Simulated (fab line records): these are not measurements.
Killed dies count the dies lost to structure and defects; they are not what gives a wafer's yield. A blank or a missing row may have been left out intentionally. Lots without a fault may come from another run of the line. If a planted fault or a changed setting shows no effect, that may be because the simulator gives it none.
fab line records + flow sky130
record
- lots=6
- wafers=18
- last_day=50
route steps=708 shown METAL2@489 PAD_OPEN@708
lots that met no fault: taken from a fault-free run of the same line
start_h: hours from the record's first day to the start of the lot's first wafer shown + wait_h: hours elapsed since this lot's preceding step + " identical to the entry in the row above + L1.1+2: one row covering several wafers at once + - no value, or no start was given + * or withheld: withheld + < > ~ a bound
route shown NAME@n: NAME is a module with steps in the file, n the number in the route of the first one + usual: the fault-free wafers' mean and standard deviation + same: alike in all rows + chamber/n: place in a boat + sites: readings site by site + _std_site: the standard deviation of these + _edge_site: mean of outer sites minus mean of inner sites + radius_mm: for every site, how far away it sits from the centre of the wafer + mask NAME#n: copy n + behind: the most recent tool/chamber to have shaped the wafer + hold: why the lot was held/for how many hours/how that ended + device: which transistor (n, p or np) failed to switch + end of line: the tests these same wafers got at the end of their route + where a step has no rows: the recipe by itself + killed: dies lost to structure and defects at the first sort, not the wafer's yield + map: the dies of a wafer, with x for killed, . for not killed, _ for no die there
set.NAME: the run value of the setting; set.NAME@STEP: its run value at that earlier step + model.NAME: the simulator's own value behind a step, which no gauge read
certain route steps with their lots: each step a table, each wafer a row
services: a tool's chamber out of use, with start hour (start_h, from the record's first day; less than 0 if before it), hours out, and reason
## steps
# step SKY_METAL2_THK_MEAS_06
# recipe
- thk_meas_gauge=xrf
- reads=AlCu_of_METAL2_SPUTTER_02
# usual
- METAL2_ALCU_THK=249/3.1
| lot.wafer | tool          | chamber | start_h | wait_h | METAL2_ALCU_THK[nm] |
|-----------|---------------|---------|---------|--------|---------------------|
| L455.1    | film_metro-01 | -       | 835.10  | 0.1    | 251                 |
| L455.4    | "             | -       | "       | "      | 249                 |
| L455.6    | "             | -       | "       | "      | 253                 |
| L459.1    | film_metro-03 | -       | 871.38  | 0.1    | 250                 |
| L459.2    | "             | -       | "       | "      | 250                 |
| L459.6    | "             | -       | "       | "      | 250                 |
| L462.2    | film_metro-03 | -       | 883.19  | 0.1    | 248                 |
| L462.3    | "             | -       | "       | "      | 253                 |
| L462.6    | "             | -       | "       | "      | 253                 |
| L463.1    | film_metro-04 | -       | 898.97  | 0.1    | 246                 |
| L463.3    | "             | -       | "       | "      | 244                 |
| L463.5    | "             | -       | "       | "      | 246                 |
| L472.3    | film_metro-01 | -       | 952.92  | 0.1    | 248                 |
| L472.5    | "             | -       | "       | "      | 250                 |
| L472.6    | "             | -       | "       | "      | 251                 |
| L473.4    | film_metro-01 | -       | 971.81  | 0.1    | 244                 |
| L473.5    | "             | -       | "       | "      | 248                 |
| L473.6    | "             | -       | "       | "      | 249                 |
# step SKY_METAL2_DEHYDRATE_07
# recipe
- temp_c=200
- time_s=60
# step SKY_METAL2_HMDS_08
# recipe
- prime_time_s=60
- prime_temp_c=120
# step SKY_METAL2_COAT_09
# recipe
- resist=BARC
- temp_c=withheld
- time_s=withheld
- spin_rpm=3000
- resist_thk_nm=60
# step SKY_METAL2_COAT_10
# recipe
- resist=KrF-thick
- spin_rpm=3000
- resist_thk_nm=450
# step SKY_METAL2_SOFTBAKE_11
# recipe
- temp_c=100
- time_s=90
- resist=KrF-thick
# step SKY_METAL2_EXPOSE_12
# recipe
- mask_id=MM2
- na=0.8
- source_shape=annular
- sigma_inner=0.55
- sigma_outer=0.85
- target_cd_nm=140
- dose_mj=28
# step SKY_METAL2_PEB_13
# recipe
- peb_temp_c=withheld
- peb_time_s=withheld
- resist=KrF-thick
# step SKY_METAL2_DEVELOP_14
# recipe
- develop_time_s=60
- resist=KrF-thick
- dev_temp_c=21
# step SKY_METAL2_CD_MEAS_15
# recipe
- target_cd_nm=140
# usual
- cd_nm=140.0/1.7
| lot.wafer | tool      | chamber | start_h | wait_h | cd_nm |
|-----------|-----------|---------|---------|--------|-------|
| L455.1    | cd_sem-02 | -       | 860.70  | -      | 138.2 |
| L455.4    | "         | -       | "       | "      | 139.0 |
| L455.6    | "         | -       | "       | "      | 139.3 |
| L459.1    | cd_sem-02 | -       | 896.26  | -      | 139.6 |
| L459.2    | "         | -       | "       | "      | 137.7 |
| L459.6    | "         | -       | "       | "      | 137.4 |
| L462.2    | cd_sem-01 | -       | 907.97  | -      | 142.1 |
| L462.3    | "         | -       | "       | "      | 140.5 |
| L462.6    | "         | -       | "       | "      | 140.4 |
| L463.1    | cd_sem-02 | -       | 923.51  | -      | 139.9 |
| L463.3    | "         | -       | "       | "      | 140.2 |
| L463.5    | "         | -       | "       | "      | 139.3 |
| L472.3    | cd_sem-01 | -       | 977.26  | -      | 139.4 |
| L472.5    | "         | -       | "       | "      | 139.9 |
| L472.6    | "         | -       | "       | "      | 141.6 |
| L473.4    | cd_sem-01 | -       | 994.91  | -      | 137.7 |
| L473.5    | "         | -       | "       | "      | 138.9 |
| L473.6    | "         | -       | "       | "      | 136.5 |
# step SKY_METAL2_OVL_MEAS_16
# usual
- METAL2_OVL=4/6
| lot.wafer | tool       | chamber | start_h | wait_h | METAL2_OVL[nm] |
|-----------|------------|---------|---------|--------|----------------|
| L455.1    | overlay-02 | -       | 860.82  | 0.1    | -4             |
| L455.4    | "          | -       | "       | "      | -1             |
| L455.6    | "          | -       | "       | "      | -8             |
| L459.1    | overlay-02 | -       | 896.38  | 0.1    | 16             |
| L459.2    | "          | -       | "       | "      | 14             |
| L459.6    | "          | -       | "       | "      | 7              |
| L462.2    | overlay-01 | -       | 908.07  | 0.1    | 3              |
| L462.3    | "          | -       | "       | "      | 1              |
| L462.6    | "          | -       | "       | "      | -1             |
| L463.1    | overlay-02 | -       | 923.63  | 0.1    | 7              |
| L463.3    | "          | -       | "       | "      | -1             |
| L463.5    | "          | -       | "       | "      | 7              |
| L472.3    | overlay-01 | -       | 977.35  | 0.1    | 3              |
| L472.5    | "          | -       | "       | "      | 3              |
| L472.6    | "          | -       | "       | "      | 10             |
| L473.4    | overlay-01 | -       | 994.99  | 0.1    | 10             |
| L473.5    | "          | -       | "       | "      | 0              |
| L473.6    | "          | -       | "       | "      | 6              |
# step SKY_METAL2_DESCUM_17
# recipe
- chemistry=O2
- source_power_w=150
- bias_power_w=0
- pressure_mtorr=10
- temp_c=40
- time_s=8
# usual
- chamber_pressure_mTorr=10.000/0.01
- drypump_motor_current_A=5.7/0.37
- oes_product_au=0.997/0.015
- temp_c=40.00/0.1
| lot.wafer | tool         | chamber | start_h | wait_h | chamber_pressure_mTorr | drypump_motor_current_A | oes_product_au | rf_hours_counter_h | temp_c |
|-----------|--------------|---------|---------|--------|------------------------|-------------------------|----------------|--------------------|--------|
| L455.1    | rie_metal-04 | 1       | 860.85  | 0.0    | 9.996                  | 5.7                     | 0.990          | 10                 | 40.07  |
| L455.4    | "            | 1       | "       | "      | 9.997                  | 5.7                     | 0.998          | -                  | 39.88  |
| L455.6    | "            | 1       | "       | "      | 10.001                 | 5.7                     | 0.989          | -                  | 39.97  |
| L459.1    | rie_metal-03 | 1       | 896.42  | 0.0    | 10.003                 | 5.5                     | 0.993          | 14                 | 39.88  |
| L459.2    | "            | 0       | "       | "      | 10.002                 | 5.9                     | 1.007          | 12                 | 39.97  |
| L459.6    | "            | 1       | "       | "      | 9.985                  | 5.5                     | 0.985          | -                  | 39.83  |
| L462.2    | rie_metal-01 | 0       | 908.11  | 0.0    | 10.007                 | 4.9                     | 1.012          | -                  | 39.94  |
| L462.3    | "            | 0       | "       | "      | 9.991                  | 4.9                     | 1.011          | -                  | 40.08  |
| L462.6    | "            | 0       | "       | "      | 9.997                  | 4.9                     | 1.011          | -                  | 40.00  |
| L463.1    | rie_metal-01 | 1       | 923.67  | 0.0    | 9.998                  | 6.0                     | 1.007          | 0                  | 40.05  |
| L463.3    | "            | 1       | "       | "      | 10.011                 | 6.0                     | 1.008          | -                  | 40.06  |
| L463.5    | "            | 1       | "       | "      | 9.988                  | 6.0                     | 1.016          | -                  | 40.12  |
| L472.3    | rie_metal-04 | 0       | 977.39  | 0.0    | 10.016                 | 5.9                     | 0.979          | -                  | 40.12  |
| L472.5    | "            | 1       | "       | "      | 10.021                 | 5.8                     | 1.012          | -                  | 39.96  |
| L472.6    | "            | 0       | "       | "      | 10.003                 | 5.9                     | 0.979          | -                  | 40.25  |
| L473.4    | rie_metal-04 | 1       | 995.01  | 0.0    | 10.005                 | 5.8                     | 1.007          | -                  | 40.08  |
| L473.5    | "            | 0       | "       | "      | 9.994                  | 5.9                     | 0.979          | -                  | 39.77  |
| L473.6    | "            | 1       | "       | "      | 9.997                  | 5.7                     | 1.010          | -                  | 39.93  |
# step SKY_METAL2_ETCH_18
# recipe
- chemistry=N2/H2
- target=BARC
- ion_energy_ev=200
- bias_w=100
- pressure_mtorr=30
- n2_flow_sccm=100
- h2_flow_sccm=200
- icp_w=500
- stop_on=SiO2
- time_s=45.9
- target_depth_a=600
# usual
- bias_w=100.04/0.27
- chamber_pressure_mTorr=29.998/0.028
- drypump_motor_current_A=5.7/0.37
- oes_product_au=0.855/0.0045
- throttle_valve_pct=13.224/0.0092
| lot.wafer | tool         | chamber | start_h | wait_h | bias_w | chamber_pressure_mTorr | drypump_motor_current_A | oes_product_au | rf_hours_counter_h | throttle_valve_pct |
|-----------|--------------|---------|---------|--------|--------|------------------------|-------------------------|----------------|--------------------|--------------------|
| L455.1    | rie_metal-04 | 1       | 860.88  | 0.0    | 100.21 | 29.970                 | 5.8                     | 0.852          | 10                 | 13.233             |
| L455.4    | "            | 1       | "       | "      | 100.36 | 30.044                 | 5.8                     | 0.849          | -                  | 13.238             |
| L455.6    | "            | 1       | "       | "      | 100.43 | 30.006                 | 5.7                     | 0.856          | -                  | 13.237             |
| L459.1    | rie_metal-03 | 1       | 896.45  | 0.0    | 99.97  | 29.992                 | 5.5                     | 0.856          | 14                 | 13.229             |
| L459.2    | "            | 0       | "       | "      | 100.10 | 29.981                 | 5.9                     | 0.856          | 12                 | 13.211             |
| L459.6    | "            | 1       | "       | "      | 100.38 | 30.007                 | 5.4                     | 0.854          | -                  | 13.212             |
| L462.2    | rie_metal-01 | 0       | 908.19  | 0.1    | 99.75  | 30.002                 | 4.9                     | 0.860          | -                  | 13.208             |
| L462.3    | "            | 0       | "       | "      | 99.63  | 29.927                 | 4.9                     | 0.849          | -                  | 13.234             |
| L462.6    | "            | 0       | "       | "      | 99.77  | 30.000                 | 4.9                     | 0.849          | -                  | 13.215             |
| L463.1    | rie_metal-01 | 1       | 923.73  | 0.1    | 100.32 | 29.991                 | 6.0                     | 0.852          | 0                  | 13.238             |
| L463.3    | "            | 1       | "       | "      | 100.38 | 29.990                 | 6.0                     | 0.850          | -                  | 13.227             |
| L463.5    | "            | 1       | "       | "      | 100.16 | 30.000                 | 6.0                     | 0.854          | -                  | 13.217             |
| L472.3    | rie_metal-04 | 0       | 977.43  | 0.0    | 97.01  | 29.985                 | 5.9                     | 0.850          | -                  | 13.225             |
| L472.5    | "            | 1       | "       | "      | 96.89  | 29.962                 | 5.8                     | 0.850          | -                  | 13.244             |
| L472.6    | "            | 0       | "       | "      | 97.40  | 30.066                 | 5.9                     | 0.854          | -                  | 13.240             |
| L473.4    | rie_metal-04 | 1       | 995.06  | 0.0    | 97.53  | 30.026                 | 5.8                     | 0.859          | -                  | 13.208             |
| L473.5    | "            | 0       | "       | "      | 97.04  | 29.970                 | 5.9                     | 0.852          | -                  | 13.232             |
| L473.6    | "            | 1       | "       | "      | 97.04  | 29.997                 | 5.8                     | 0.858          | -                  | 13.237             |
# step SKY_METAL2_METAL_ETCH_19
# recipe
- target_depth_a=3600
- stop_on=SiO2
- over_etch_frac=0.3
- time_s=78
- chemistry=Cl2/BCl3
- resist_sidewall_deg=88
- pressure_mtorr=10
- icp_w=900
- bias_w=48.5
- Cl2_flow_sccm=60
- bcl3_flow_sccm=30
# usual
- bias_w=48.54/0.13
- chamber_pressure_mTorr=9.999/0.0092
- drypump_motor_current_A=5.7/0.37
- oes_product_au=0.854/0.0059
- throttle_valve_pct=22.265/0.0092
| lot.wafer | tool         | chamber | start_h | wait_h | bias_w | chamber_pressure_mTorr | drypump_motor_current_A | oes_product_au | rf_hours_counter_h | throttle_valve_pct |
|-----------|--------------|---------|---------|--------|--------|------------------------|-------------------------|----------------|--------------------|--------------------|
| L455.1    | rie_metal-04 | 1       | 860.95  | 0.0    | 48.49  | 10.004                 | 5.8                     | 0.855          | 10                 | 22.259             |
| L455.4    | "            | 1       | "       | "      | 48.77  | 9.984                  | 5.8                     | 0.850          | -                  | 22.256             |
| L455.6    | "            | 1       | "       | "      | 48.68  | 9.992                  | 5.8                     | 0.850          | -                  | 22.265             |
| L459.1    | rie_metal-03 | 1       | 896.51  | 0.0    | 48.65  | 9.994                  | 5.4                     | 0.854          | 14                 | 22.267             |
| L459.2    | "            | 0       | "       | "      | 48.47  | 9.980                  | 5.9                     | 0.858          | 12                 | 22.264             |
| L459.6    | "            | 1       | "       | "      | 48.66  | 10.000                 | 5.4                     | 0.864          | -                  | 22.283             |
| L462.2    | rie_metal-01 | 0       | 908.32  | 0.1    | 48.62  | 9.995                  | 4.9                     | 0.846          | -                  | 22.264             |
| L462.3    | "            | 0       | "       | "      | 48.52  | 10.005                 | 4.8                     | 0.849          | -                  | 22.272             |
| L462.6    | "            | 0       | "       | "      | 48.38  | 10.014                 | 4.9                     | 0.857          | -                  | 22.261             |
| L463.1    | rie_metal-01 | 1       | 923.86  | 0.1    | 48.57  | 9.999                  | 6.0                     | 0.851          | 0                  | 22.264             |
| L463.3    | "            | 1       | "       | "      | 48.68  | 10.000                 | 6.0                     | 0.852          | -                  | 22.271             |
| L463.5    | "            | 1       | "       | "      | 48.48  | 10.002                 | 6.0                     | 0.849          | -                  | 22.288             |
| L472.3    | rie_metal-04 | 0       | 977.50  | 0.1    | 48.64  | 10.010                 | 5.9                     | 0.855          | -                  | 22.278             |
| L472.5    | "            | 1       | "       | "      | 48.59  | 9.998                  | 5.8                     | 0.858          | -                  | 22.278             |
| L472.6    | "            | 0       | "       | "      | 48.52  | 10.003                 | 5.9                     | 0.841          | -                  | 22.261             |
| L473.4    | rie_metal-04 | 1       | 995.13  | 0.1    | 48.54  | 9.987                  | 5.7                     | 0.851          | -                  | 22.261             |
| L473.5    | "            | 0       | "       | "      | 48.55  | 9.980                  | 5.9                     | 0.850          | -                  | 22.268             |
| L473.6    | "            | 1       | "       | "      | 48.37  | 9.997                  | 5.8                     | 0.858          | -                  | 22.265             |
# step SKY_PAD_OPEN_PROBE_99
# usual
- defect_limited_yield=82.4/1.9
- killed_at_M0_to_M3=44/7.2
- killed_at_M4_up=3.1/1.8
- killed_at_contacts=25/5.2
- killed_at_front_end=15/3.9
- killed_at_other=0.2/0.5
- killed_dies=86/9.5
- killed_open=47/7.3
- killed_short=40/6
- sort_bin_3_pad_short=0.8/0.44
- sort_bin_5_function=10.4/1.5
- sort_bin_6_memory=6.3/1.1
- sort_n_pass=406/9.5
- sort_yield_pct=82.4/1.9
# same
- gross_dies=492
- killed_at_back_side=0
- sort_bin_4_leakage[%]=0
- sort_bin_8_speed[%]=0
| lot.wafer | tool      | chamber | start_h | wait_h | defect_limited_yield[%] | killed_at_M0_to_M3 | killed_at_M4_up | killed_at_contacts | killed_at_front_end | killed_at_other | killed_dies | killed_open | killed_short | sort_bin_3_pad_short[%] | sort_bin_5_function[%] | sort_bin_6_memory[%] | sort_n_pass | sort_yield_pct[%] |
|-----------|-----------|---------|---------|--------|-------------------------|--------------------|-----------------|--------------------|---------------------|-----------------|-------------|-------------|--------------|-------------------------|------------------------|----------------------|-------------|-------------------|
| L455.1    | prober-01 | -       | 1105.36 | 0.1    | 83.7                    | 44                 | 2               | 27                 | 7                   | 0               | 80          | 36          | 44           | 0                       | 8.5                    | 7.7                  | 412         | 83.7              |
| L455.4    | prober-01 | -       | 1105.51 | 0.2    | 81.7                    | 47                 | 3               | 24                 | 16                  | 0               | 90          | 33          | 57           | 1.4                     | 10.4                   | 6.5                  | 402         | 81.7              |
| L455.6    | prober-01 | -       | 1105.61 | 0.2    | 80.7                    | 52                 | 4               | 23                 | 16                  | 0               | 95          | 51          | 44           | 1.0                     | 11.8                   | 6.5                  | 397         | 80.7              |
| L459.1    | prober-02 | -       | 1134.49 | 0.1    | 83.1                    | 49                 | 1               | 19                 | 14                  | 0               | 83          | 52          | 31           | 0.8                     | 11.0                   | 5.1                  | 409         | 83.1              |
| L459.2    | prober-02 | -       | 1134.54 | 0.1    | 84.6                    | 49                 | 2               | 15                 | 10                  | 0               | 76          | 38          | 38           | 1.0                     | 7.5                    | 6.9                  | 416         | 84.6              |
| L459.6    | prober-02 | -       | 1134.74 | 0.2    | 81.7                    | 38                 | 3               | 32                 | 15                  | 2               | 90          | 40          | 50           | 1.2                     | 11.2                   | 5.9                  | 402         | 81.7              |
| L462.2    | prober-01 | -       | 1143.52 | 0.1    | 80.9                    | 41                 | 1               | 31                 | 20                  | 1               | 94          | 59          | 35           | 0.2                     | 11.4                   | 7.5                  | 398         | 80.9              |
| L462.3    | prober-01 | -       | 1143.57 | 0.2    | 83.7                    | 49                 | 3               | 17                 | 11                  | 0               | 80          | 42          | 38           | 1.0                     | 8.5                    | 6.7                  | 412         | 83.7              |
| L462.6    | prober-01 | -       | 1143.72 | 0.2    | 85.2                    | 48                 | 3               | 13                 | 9                   | 0               | 73          | 34          | 39           | 0.6                     | 7.3                    | 6.9                  | 419         | 85.2              |
| L463.1    | prober-02 | -       | 1157.47 | 0.1    | 85.2                    | 39                 | 4               | 18                 | 12                  | 0               | 73          | 42          | 31           | 0.6                     | 7.7                    | 6.5                  | 419         | 85.2              |
| L463.3    | prober-02 | -       | 1157.57 | 0.2    | 79.3                    | 51                 | 5               | 30                 | 16                  | 0               | 102         | 64          | 38           | 0.4                     | 11.4                   | 8.9                  | 390         | 79.3              |
| L463.5    | prober-02 | -       | 1157.67 | 0.2    | 85.0                    | 38                 | 2               | 20                 | 14                  | 0               | 74          | 42          | 32           | 0.8                     | 9.6                    | 4.7                  | 418         | 85.0              |
| L472.3    | prober-01 | -       | 1193.67 | 0.2    | 84.1                    | 36                 | 4               | 24                 | 14                  | 0               | 78          | 43          | 35           | 0.6                     | 7.3                    | 7.9                  | 414         | 84.1              |
| L472.5    | prober-01 | -       | 1193.77 | 0.2    | 84.6                    | 37                 | 2               | 19                 | 18                  | 0               | 76          | 45          | 31           | 0.6                     | 8.7                    | 6.1                  | 416         | 84.6              |
| L472.6    | prober-01 | -       | 1193.82 | 0.2    | 80.5                    | 56                 | 8               | 16                 | 16                  | 0               | 96          | 44          | 52           | 0.8                     | 11.0                   | 7.7                  | 396         | 80.5              |
| L473.4    | prober-01 | -       | 1203.44 | 0.2    | 81.1                    | 52                 | 3               | 22                 | 15                  | 1               | 93          | 46          | 47           | 1.0                     | 12.2                   | 5.7                  | 399         | 81.1              |
| L473.5    | prober-01 | -       | 1203.49 | 0.2    | 82.7                    | 48                 | 2               | 21                 | 14                  | 0               | 85          | 37          | 48           | 1.2                     | 9.8                    | 6.3                  | 407         | 82.7              |
| L473.6    | prober-01 | -       | 1203.54 | 0.2    | 81.7                    | 50                 | 1               | 25                 | 14                  | 0               | 90          | 44          | 46           | 1.6                     | 9.1                    | 7.5                  | 402         | 81.7              |
# killed by level:class
L455.1 CONTACT:geometric_particle:open=9 LI_CONTACT:geometric_particle:open=7 VIA1:geometric_particle:short=6 VIA1:geometric_particle:open=6 VIA2:geometric_particle:short=6 VIA2:geometric_particle:open=6 CONTACT:geometric_particle:short=5 METAL2:geometric_particle:short=5
L455.4 METAL1:geometric_particle:short=12 CONTACT:geometric_particle:open=9 VIA1:geometric_particle:short=9 LI_CONTACT:geometric_particle:short=6 FIELD_ISO:geometric_particle:short=5 VIA1:geometric_particle:open=5 VIA2:geometric_particle:open=5 METAL2:geometric_particle:short=5
L455.6 VIA1:geometric_particle:open=14 VIA3:geometric_particle:open=10 CONTACT:geometric_particle:open=8 LI_CONTACT:geometric_particle:short=7 METAL1:geometric_particle:short=6 METAL2:geometric_particle:short=6 LI_CONTACT:geometric_particle:open=5 FIELD_ISO:geometric_particle:short=3
L459.1 VIA1:geometric_particle:open=9 LI_CONTACT:geometric_particle:open=7 METAL1:geometric_particle:short=7 VIA3:geometric_particle:open=7 VIA2:geometric_particle:open=7 POLY_GATE:geometric_particle:open=6 CONTACT:geometric_particle:open=6 LOCAL_INTERCONNECT:geometric_particle:short=4
L459.2 METAL2:geometric_particle:short=11 VIA2:geometric_particle:open=11 VIA1:geometric_particle:open=7 CONTACT:geometric_particle:open=6 METAL1:geometric_particle:short=5 VIA3:geometric_particle:open=4 FIELD_ISO:geometric_particle:short=3 LI_CONTACT:geometric_particle:open=3
L459.6 CONTACT:geometric_particle:short=10 METAL1:geometric_particle:short=9 CONTACT:geometric_particle:open=8 VIA1:geometric_particle:open=7 POLY_GATE:geometric_particle:open=6 LOCAL_INTERCONNECT:geometric_particle:short=6 METAL2:geometric_particle:short=5 FIELD_ISO:geometric_particle:open=4
L462.2 CONTACT:geometric_particle:open=14 VIA1:geometric_particle:open=13 LI_CONTACT:geometric_particle:open=8 FIELD_ISO:geometric_particle:short=7 VIA2:geometric_particle:open=7 POLY_GATE:geometric_particle:open=5 FIELD_ISO:geometric_particle:open=4 LOCAL_INTERCONNECT:geometric_particle:short=4
L462.3 VIA2:geometric_particle:open=12 METAL2:geometric_particle:short=9 LI_CONTACT:geometric_particle:open=8 VIA3:geometric_particle:open=6 VIA1:geometric_particle:short=5 VIA1:geometric_particle:open=5 FIELD_ISO:geometric_particle:short=4 METAL1:geometric_particle:short=4
L462.6 VIA1:geometric_particle:open=13 VIA1:geometric_particle:short=8 VIA3:geometric_particle:open=7 CONTACT:geometric_particle:open=5 METAL2:geometric_particle:short=5 VIA2:geometric_particle:short=5 CONTACT:geometric_particle:short=4 FIELD_ISO:geometric_particle:short=3
L463.1 VIA1:geometric_particle:open=11 CONTACT:geometric_particle:open=7 METAL2:geometric_particle:short=7 VIA3:geometric_particle:open=6 LI_CONTACT:geometric_particle:open=5 VIA1:geometric_particle:short=5 LOCAL_INTERCONNECT:geometric_particle:short=4 METAL4:geometric_particle:short=4
L463.3 VIA3:geometric_particle:open=12 CONTACT:geometric_particle:open=11 VIA1:geometric_particle:open=9 CONTACT:geometric_particle:short=7 VIA2:geometric_particle:open=7 LI_CONTACT:geometric_particle:open=6 METAL2:geometric_particle:short=6 POLY_GATE:geometric_particle:open=5
L463.5 LI_CONTACT:geometric_particle:open=8 VIA2:geometric_particle:open=8 VIA1:geometric_particle:open=7 VIA3:geometric_particle:open=7 METAL2:geometric_particle:short=5 LOCAL_INTERCONNECT:geometric_particle:short=4 CONTACT:geometric_particle:short=4 CONTACT:geometric_particle:open=4
L472.3 VIA1:geometric_particle:open=13 CONTACT:geometric_particle:open=8 LI_CONTACT:geometric_particle:open=6 METAL1:geometric_particle:short=6 CONTACT:geometric_particle:short=6 FIELD_ISO:geometric_particle:short=5 POLY_GATE:geometric_particle:open=3 METAL2:geometric_particle:short=3
L472.5 VIA1:geometric_particle:open=12 FIELD_ISO:geometric_particle:short=7 VIA3:geometric_particle:open=6 VIA2:geometric_particle:open=5 LI_CONTACT:geometric_particle:open=5 CONTACT:geometric_particle:open=5 LOCAL_INTERCONNECT:geometric_particle:short=4 POLY_GATE:geometric_particle:open=3
L472.6 METAL2:geometric_particle:short=12 VIA1:geometric_particle:open=11 METAL1:geometric_particle:short=7 CONTACT:geometric_particle:open=7 METAL4:geometric_particle:short=7 FIELD_ISO:geometric_particle:short=5 VIA3:geometric_particle:open=5 VIA2:geometric_particle:open=5
L473.4 VIA1:geometric_particle:open=12 CONTACT:geometric_particle:open=8 METAL2:geometric_particle:short=8 VIA2:geometric_particle:open=8 VIA1:geometric_particle:short=7 LI_CONTACT:geometric_particle:open=7 FIELD_ISO:geometric_particle:short=6 VIA3:geometric_particle:short=6
L473.5 VIA1:geometric_particle:open=12 VIA3:geometric_particle:short=10 METAL2:geometric_particle:short=7 POLY_GATE:geometric_particle:short=5 LI_CONTACT:geometric_particle:open=5 FIELD_ISO:geometric_particle:open=4 CONTACT:geometric_particle:short=4 LOCAL_INTERCONNECT:geometric_particle:short=4
L473.6 CONTACT:geometric_particle:open=12 VIA1:geometric_particle:open=8 VIA3:geometric_particle:open=8 METAL1:geometric_particle:short=7 VIA1:geometric_particle:short=7 FIELD_ISO:geometric_particle:short=6 LI_CONTACT:geometric_particle:open=5 METAL2:geometric_particle:short=5
## services
| tool         | chamber | start_h | hours | kind           |
|--------------|---------|---------|-------|----------------|
| rie_metal-03 | 1       | 853.32  | 9.6   | repair         |
| rie_metal-01 | 1       | 883.84  | -     | clean          |
| rie_metal-01 | 1       | 883.84  | 30.5  | scheduled_down |
| rie_metal-01 | 1       | 883.84  | 30.5  | vent_cycle     |
| rie_metal-01 | 0       | 914.33  | -     | clean          |
| rie_metal-01 | 0       | 914.33  | 33.8  | scheduled_down |
| rie_metal-01 | 0       | 914.33  | 33.8  | vent_cycle     |
## key
first_sign
- step=SKY_METAL2_ETCH_18
- reading=bias_w
- direction=down
- sigmas=11
- usual=100.04
- struck=97.15
effect none on later readings
met_at SKY_METAL2_ETCH_18
struck_wafers L472.3,L472.5,L472.6,L473.4,L473.5,L473.6
onset_between 860.88 977.43
fault
- kind=process_parameter_drift
- tool=rie_metal-04
- chamber=-
- onset_h=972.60
- steps=SKY_METAL2_ETCH_18
- channel=bias_w
- offset=-2.8961
- shape=step
- end_h=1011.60
- acts_in=these_recipes_only
- stated=100
